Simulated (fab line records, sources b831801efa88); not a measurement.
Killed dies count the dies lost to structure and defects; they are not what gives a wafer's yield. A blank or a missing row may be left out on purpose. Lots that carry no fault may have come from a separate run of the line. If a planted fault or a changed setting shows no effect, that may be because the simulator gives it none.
What tool caused it? :: flow gf180mcu :: 14 lots, 42 wafers sampled, at 5 steps of a route of 602

== WHAT THE GAUGES SHOWED, per wafer ==
GF_DUAL_GATE_THK_MEAS_03.
lot: L445
measured: day 7 22:58
on: film-metro-03
DUAL_GATE_OXIDATION_00_THK (nm): 11.19 11.04 11.22

lot: L446
measured: day 8 05:27
on: film-metro-02
DUAL_GATE_OXIDATION_00_THK (nm): 10.93 10.95 10.82

lot: L447
measured: day 8 11:11
on: film-metro-01
DUAL_GATE_OXIDATION_00_THK (nm): 10.82 10.87 10.70

lot: L449
measured: day 9 01:46
on: film-metro-02
DUAL_GATE_OXIDATION_00_THK (nm): 10.96 10.99 10.97

lot: L450
measured: day 9 08:23
on: film-metro-03
DUAL_GATE_OXIDATION_00_THK (nm): 10.86 10.79 10.77

lot: L451
measured: day 9 16:04
on: film-metro-02
DUAL_GATE_OXIDATION_00_THK (nm): 10.97 10.75 11.00

lot: L453
measured: day 10 01:59
on: film-metro-01
DUAL_GATE_OXIDATION_00_THK (nm): 11.04 11.08 11.14

lot: L458
measured: day 11 13:25
on: film-metro-03
DUAL_GATE_OXIDATION_00_THK (nm): 10.55 10.52 10.31

lot: L460
measured: day 12 04:58
on: film-metro-01
DUAL_GATE_OXIDATION_00_THK (nm): 10.54 10.69 10.90

lot: L462
measured: day 12 17:20
on: film-metro-02
DUAL_GATE_OXIDATION_00_THK (nm): 10.74 10.67 10.68

lot: L463
measured: day 12 22:35
on: film-metro-01
DUAL_GATE_OXIDATION_00_THK (nm): 10.89 10.69 10.66

lot: L464
measured: day 13 05:17
on: film-metro-01
DUAL_GATE_OXIDATION_00_THK (nm): 10.83 10.71 10.97

lot: L466
measured: day 13 21:58
on: film-metro-03
DUAL_GATE_OXIDATION_00_THK (nm): 10.66 10.52 10.58

lot: L467
measured: day 14 03:13
on: film-metro-03
DUAL_GATE_OXIDATION_00_THK (nm): 10.70 10.98 10.99

GF_HV_LDD_CD_MEAS_07: target cd 400 nm.
lot: L445
measured: day 10 08:26
on: cd-sem-02
cd-nm (nm): 400.2 401.2 400.4

lot: L446
measured: day 10 12:33
on: cd-sem-01
cd-nm (nm): 400.1 395.7 399.8

lot: L447
measured: day 10 22:44
on: cd-sem-02
cd-nm (nm): 398.0 398.7 396.6

lot: L449
measured: day 11 13:09
on: cd-sem-02
cd-nm (nm): 366.2 367.0 366.7

lot: L450
measured: day 11 19:05
on: cd-sem-02
cd-nm (nm): 394.4 391.8 393.3

lot: L451
measured: day 12 04:41
on: cd-sem-01
cd-nm (nm): 401.7 401.7 399.7

lot: L453
measured: day 12 14:33
on: cd-sem-02
cd-nm (nm): 368.2 367.6 366.9

lot: L458
measured: day 14 06:07
on: cd-sem-01
cd-nm (nm): 401.0 398.6 400.9

lot: L460
measured: day 14 21:55
on: cd-sem-02
cd-nm (nm): 398.2 399.9 399.3

lot: L462
measured: day 15 13:14
on: cd-sem-02
cd-nm (nm): 398.5 398.3 399.4

lot: L463
measured: day 15 17:07
on: cd-sem-01
cd-nm (nm): 398.3 402.0 401.6

lot: L464
measured: day 16 02:20
on: cd-sem-01
cd-nm (nm): 400.5 401.1 399.3

lot: L466
measured: day 16 19:46
on: cd-sem-01
cd-nm (nm): 401.9 401.2 401.9

lot: L467
measured: day 17 04:08
on: cd-sem-01
cd-nm (nm): 400.4 402.2 400.9

GF_HV_LDD_OVL_MEAS_20.
lot: L445
measured: day 11 03:21
on: overlay-02
HV_LDD_01_OVL (nm): 2.4 1.5 0.6

lot: L446
measured: day 11 07:21
on: overlay-01
HV_LDD_01_OVL (nm): 2.7 2.3 0.8

lot: L447
measured: day 11 17:29
on: overlay-01
HV_LDD_01_OVL (nm): 0.6 1.3 0.9

lot: L449
measured: day 12 08:06
on: overlay-01
HV_LDD_01_OVL (nm): -0.4 -0.8 0.8

lot: L450
measured: day 12 14:35
on: overlay-01
HV_LDD_01_OVL (nm): -1.3 -0.9 0.0

lot: L451
measured: day 13 01:02
on: overlay-02
HV_LDD_01_OVL (nm): 0.6 1.5 0.1

lot: L453
measured: day 13 11:00
on: overlay-02
HV_LDD_01_OVL (nm): 1.8 -1.7 -1.2

lot: L458
measured: day 15 03:53
on: overlay-02
HV_LDD_01_OVL (nm): -0.1 -2.2 0.7

lot: L460
measured: day 15 19:11
on: overlay-01
HV_LDD_01_OVL (nm): 0.3 -0.2 -0.6

lot: L462
measured: day 16 11:18
on: overlay-02
HV_LDD_01_OVL (nm): 0.8 0.0 0.0

lot: L463
measured: day 16 16:14
on: overlay-02
HV_LDD_01_OVL (nm): -0.2 -1.7 -0.8

lot: L464
measured: day 17 01:02
on: overlay-01
HV_LDD_01_OVL (nm): -0.9 -2.2 -2.6

lot: L466
measured: day 17 19:24
on: overlay-02
HV_LDD_01_OVL (nm): -1.5 -0.5 -1.6

lot: L467
measured: day 18 03:42
on: overlay-02
HV_LDD_01_OVL (nm): -0.2 -1.1 0.9

GF_NSD_TW_MEAS_12.
lot: L445
measured: day 13 17:29
on: film-metro-03
NSD_TW: 4359 4299 4327

lot: L446
measured: day 13 23:14
on: film-metro-04
NSD_TW: 4228 4238 4250

lot: L447
measured: day 14 09:41
on: film-metro-04
NSD_TW: 4288 4287 4291

lot: L449
measured: day 15 01:23
on: film-metro-04
NSD_TW: 4261 4244 4259

lot: L450
measured: day 15 09:05
on: film-metro-03
NSD_TW: 4290 4308 4315

lot: L451
measured: day 15 19:26
on: film-metro-03
NSD_TW: 4307 4297 4283

lot: L453
measured: day 16 07:01
on: film-metro-04
NSD_TW: 4288 4254 4257

lot: L458
measured: day 18 04:31
on: film-metro-04
NSD_TW: 4232 4263 4231

lot: L460
measured: day 18 19:16
on: film-metro-03
NSD_TW: 4317 4319 4312

lot: L462
measured: day 19 13:56
on: film-metro-03
NSD_TW: 4305 4297 4279

lot: L463
measured: day 19 20:04
on: film-metro-04
NSD_TW: 4264 4275 4262

lot: L464
measured: day 20 04:47
on: film-metro-01
NSD_TW: 4259 4234 4229

lot: L466
measured: day 21 00:51
on: film-metro-04
NSD_TW: 4281 4266 4282

lot: L467
measured: day 21 09:41
on: film-metro-03
NSD_TW: 4315 4319 4326

== EACH LOT AND THE TOOL THAT RAN IT (in order: tool; ch and the chambers of the sampled wafers; start) ==
lot: L445
GF_HV_LDD_DEVELOP_06: litho-track-01 ch 0, day 10 08:17

lot: L446
GF_HV_LDD_DEVELOP_06: litho-track-01 ch 0, day 10 12:24

lot: L447
GF_HV_LDD_DEVELOP_06: litho-track-04 ch 0, day 10 22:35

lot: L449
GF_HV_LDD_DEVELOP_06: litho-track-01 ch 0, day 11 12:59

lot: L450
GF_HV_LDD_DEVELOP_06: litho-track-03 ch 0, day 11 18:56

lot: L451
GF_HV_LDD_DEVELOP_06: litho-track-04 ch 0, day 12 04:32

lot: L453
GF_HV_LDD_DEVELOP_06: litho-track-01 ch 0, day 12 14:20

lot: L458
GF_HV_LDD_DEVELOP_06: litho-track-03 ch 0, day 14 05:58

lot: L460
GF_HV_LDD_DEVELOP_06: litho-track-03 ch 0, day 14 21:46

lot: L462
GF_HV_LDD_DEVELOP_06: litho-track-01 ch 0, day 15 13:06

lot: L463
GF_HV_LDD_DEVELOP_06: litho-track-01 ch 0, day 15 16:58

lot: L464
GF_HV_LDD_DEVELOP_06: litho-track-03 ch 0, day 16 02:11

lot: L466
GF_HV_LDD_DEVELOP_06: litho-track-01 ch 0, day 16 19:37

lot: L467
GF_HV_LDD_DEVELOP_06: litho-track-01 ch 0, day 17 04:00
- GF_HV_LDD_DEVELOP_06: develop time 60 s.

== AS READ BY THE TOOLS THEMSELVES (means over the sampled wafers that have a number; for cases with no such wafer, the mark the record gives instead) ==
GF_HV_LDD_DEVELOP_06.
lot: L445
tool: litho-track-01
resist-line-temp-C (C): 22.92

lot: L446
tool: litho-track-01
resist-line-temp-C (C): 23.06

lot: L447
tool: litho-track-04
resist-line-temp-C (C): 23.21

lot: L449
tool: litho-track-01
resist-line-temp-C (C): 22.99

lot: L450
tool: litho-track-03
resist-line-temp-C (C): 22.88

lot: L451
tool: litho-track-04
resist-line-temp-C (C): 23.00

lot: L453
tool: litho-track-01
resist-line-temp-C (C): 22.91

lot: L458
tool: litho-track-03
resist-line-temp-C (C): 23.24

lot: L460
tool: litho-track-03
resist-line-temp-C (C): 23.09

lot: L462
tool: litho-track-01
resist-line-temp-C (C): 22.97

lot: L463
tool: litho-track-01
resist-line-temp-C (C): 23.04

lot: L464
tool: litho-track-03
resist-line-temp-C (C): 23.09

lot: L466
tool: litho-track-01
resist-line-temp-C (C): 23.02

lot: L467
tool: litho-track-01
resist-line-temp-C (C): 22.85

== THE ANSWER, worked out from the rows above alone ==
Rule: the lots themselves supply what counts as usual. Put in order of their means at a reading, lots are off if they are a third of the lots or fewer, leave a main group of 4 or more, and stand apart from it by a gap of 3 or more times the standard deviation of the main group's means; of several such gaps the widest counts. Not used: any main group whose means are identical at the precision the tables above print for the reading. A lot without any number at a reading at which 4 lots or more have one is off too. Any other lot the step has rows for is counted as sound. First the gauges in route order, then the tools' own readings, where a lot's mean is used as printed above. At the first step where some lot is off, the reading lying furthest off is the one used; lots without a number count as furthest.
Off at GF_HV_LDD_CD_MEAS_07 (cd-nm): L449, L453. The main group has a mean of 399.4 nm with a standard deviation of 2.2.
A tool fits if, at a process step before that reading, it ran every lot that is off, and no sound lot after the first of them. Those tools and the gauges at GF_HV_LDD_CD_MEAS_07 are tried in the same way. Of those tried, none fits.

== WHAT THE SIMULATOR PUT IN ==
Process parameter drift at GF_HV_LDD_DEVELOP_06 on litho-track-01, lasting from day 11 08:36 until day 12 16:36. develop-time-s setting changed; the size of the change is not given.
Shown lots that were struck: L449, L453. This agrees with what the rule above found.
